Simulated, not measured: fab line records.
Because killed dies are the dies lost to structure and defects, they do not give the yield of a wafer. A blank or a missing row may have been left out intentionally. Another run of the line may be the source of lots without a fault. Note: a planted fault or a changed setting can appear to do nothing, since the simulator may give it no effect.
A lot that was struck, set against a sound lot | flow sfq_line | 13 steps out of a route of 325
Sound: these wafers, L203.1, L203.3, L203.4. Wafers struck: L199.3, L199.4, L199.6. The cause comes at the end.
Order at every step that has rows: each side's tool, ch and its chambers, its first start. Under that, the readings that differ: sound wafers | struck wafers | difference of the means | sigmas: that difference in standard deviations of wafers without a fault.
alike: readings whose means differ by less than 2 such deviations, and words and numbers that are the same on both sides. not compared: withheld readings, readings that some wafer has no value for, bounds like >300 that may hide the same value, and numbers for which the record gives no deviation and whose values overlap.
The two part at a step that has a row with sigmas, a row that says differs or no value, or rows on one side only. Non-overlapping numbers with no deviation appear without sigmas and do not part them. Lack of a reading on every wafer of one side parts them only where that side has two or more wafers.

first, 6 steps without rows for these wafers: SFQ_TRILAYER_M6_LITHO_COAT_164 (resist thk 62 nm); SFQ_TRILAYER_M6_LITHO_COAT_159 (resist thk 600 nm); SFQ_TRILAYER_M6_LITHO_SOFTBAKE_163; SFQ_TRILAYER_M6_LITHO_EXPOSE_160 (exposes mask M6, target cd 500 nm); SFQ_TRILAYER_M6_LITHO_PEB_162 (peb time 60 s); SFQ_TRILAYER_M6_LITHO_DEVELOP_161 (time 60 s).
SFQ_M6_OVL_MEAS_940:
  struck on overlay-02, day 77 02:09; sound on overlay-01, day 79 20:34
  alike: M6_OVL
SFQ_TRILAYER_M6_BARC_OPEN_METAL_ETCH_206: etches BARC in O2, target depth 125 nm, time 41.7 s.
  sound on rie_metal-01 ch 0,1, day 79 20:36; struck on rie_metal-01 ch 0,1, day 77 02:11
  alike: drypump_motor_current_A, oes_product_au
  not compared: rf_hours_counter_h
SFQ_TRILAYER_M6_ETCH_METAL_ETCH_162: etches Nb in Cl2/Ar, stops on SiO2, target depth 240 nm, time 120 s.
  sound on rie_metal-01 ch 0,1, day 79 20:40; struck on rie_metal-01 ch 0,1, day 77 02:17
  alike: drypump_motor_current_A, oes_product_au
  not compared: rf_hours_counter_h
SFQ_TRILAYER_M6_STRIP_STRIP_163: strips in O2.
  sound on rie_metal-01 ch 0,1, day 79 20:47; struck on rie_metal-01 ch 0,1, day 77 02:34
  alike: drypump_motor_current_A, oes_product_au
  not compared: rf_hours_counter_h
then, 1 step without rows for these wafers: SFQ_TRILAYER_M6_STRIP_SOLV_CLEAN_164 (cleans in NMP, time 600 s).
SFQ_TRILAYER_I6_DEP_PECVD_165: deposits SiO2 from SiH4/N2O, time 111.11 s, target thk 500 nm.
  sound on pecvd-01 ch 1,2, day 79 21:34; struck on pecvd-04 ch 1,2, day 77 03:19
  reading                                             | sound             | struck            | difference | sigmas
  heater_power_w (W)                                  | 77 124 122        | 59 88 60          | -39        | -2
  run_length_s (s)                                    | 139.3 139.1 138.9 | 135.6 133.9 135.6 | -4.1       | -7
  model.SiO2_of_TRILAYER_I6_DEP_PECVD_165.thk_nm (nm) | 492.1 488.6 506.1 | 466.6 485.2 480.2 | -18.3      |
  alike: throttle_valve_pct
SFQ_TRILAYER_I6_CMP_CMP_166: polishes SiO2.
  sound on cmp-02 ch 0,1,2, day 79 22:10; struck on cmp-02 ch 2,3, day 77 18:18
  reading                | sound       | struck      | difference | sigmas
  time_to_endpoint_s (s) | 214 210 226 | 191 210 202 | -16        | -2
  alike: edge_zone_pressure_frac, motor_current_A

WHERE THEY PART
At SFQ_TRILAYER_I6_DEP_PECVD_165 first; at SFQ_TRILAYER_I6_CMP_CMP_166 last (within this record only).

WHY: what had been put in by the simulator
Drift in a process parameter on pecvd-04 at SFQ_TRILAYER_I6_DEP_PECVD_165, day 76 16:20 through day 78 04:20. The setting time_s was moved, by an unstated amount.
